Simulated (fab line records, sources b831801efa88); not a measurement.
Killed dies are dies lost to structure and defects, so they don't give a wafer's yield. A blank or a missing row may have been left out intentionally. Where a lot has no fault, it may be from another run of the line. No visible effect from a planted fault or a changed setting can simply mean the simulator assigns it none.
Matching of chambers ; flow gf180mcu ; GF_V3_CMP_26 on cmp-01 has 4 sister chambers
The step polishes, stops on SiO2, t overpolish 15 s, target thk 0 nm. 8 wafers are shown with their chamber, then 12 later ones without.

WAFERS, EACH WITH ITS CHAMBER
wafer;chamber;motorCurrentA (A);timeToEndpointS (s)
L086.2;2;10.6;83.8
L087.3;1;11.2;81.1
L088.2;0;11.4;82.9
L088.3;3;9.4;81.4
L088.4;1;11.9;80.4
L090.1;0;10.6;83.9
L090.2;2;10.7;84.9
L090.3;3;9.5;86.6

WAFERS MISSING THEIR CHAMBER
wafer;motorCurrentA (A);timeToEndpointS (s)
L091.1;10.2;84.3
L091.3;10.4;83.6
L091.5;11.4;85.9
L092.1;10.2;84.7
L092.5;11.4;84.4
L092.6;10.5;83.6
L094.1;9.4;79.6
L094.3;11.8;81.5
L094.5;10.8;81.5
L097.2;10.0;82.7
L097.4;9.6;81.5
L097.6;10.3;79.6

WHICH CHAMBER EACH WENT THROUGH
wafer;from the rows above;in truth
L091.1;can't be placed: 2 or 3 or 0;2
L091.3;can't be placed: 2 or 0 or 3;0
L091.5;can't be placed: 0 or 2 or 1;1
L092.1;can't be placed: 2 or 3 or 0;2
L092.5;can't be placed: 0 or 1 or 2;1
L092.6;can't be placed: 2 or 0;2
L094.1;can't be placed: 3 or 2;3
L094.3;can't be placed: 1 or 0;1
L094.5;can't be placed: 0 or 2 or 1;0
L097.2;can't be placed: 3 or 2 or 0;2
L097.4;can't be placed: 3 or 2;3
L097.6;can't be placed: 2 or 0 or 3 or 1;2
0 of 12 placed correctly. Unplaceable from these rows: 12, with the true chamber sitting among the candidates in 12. Wrongly placed: 0.
How it was worked out, from the rows above alone: a wafer's distance from a chamber is the root of the sum, over the readings, of the square of ((its reading less the chamber's mean) divided by the reading's scatter). If the next closest chamber is less than 2 further off than the closest, the wafer can't be placed; otherwise it belongs to the closest. For every chamber, the mean is computed from those of its wafers that are shown. The scatter: take each reading less its chamber's mean, square it, sum over the shown wafers, divide by the number of wafers less the number of chambers, and take the root.
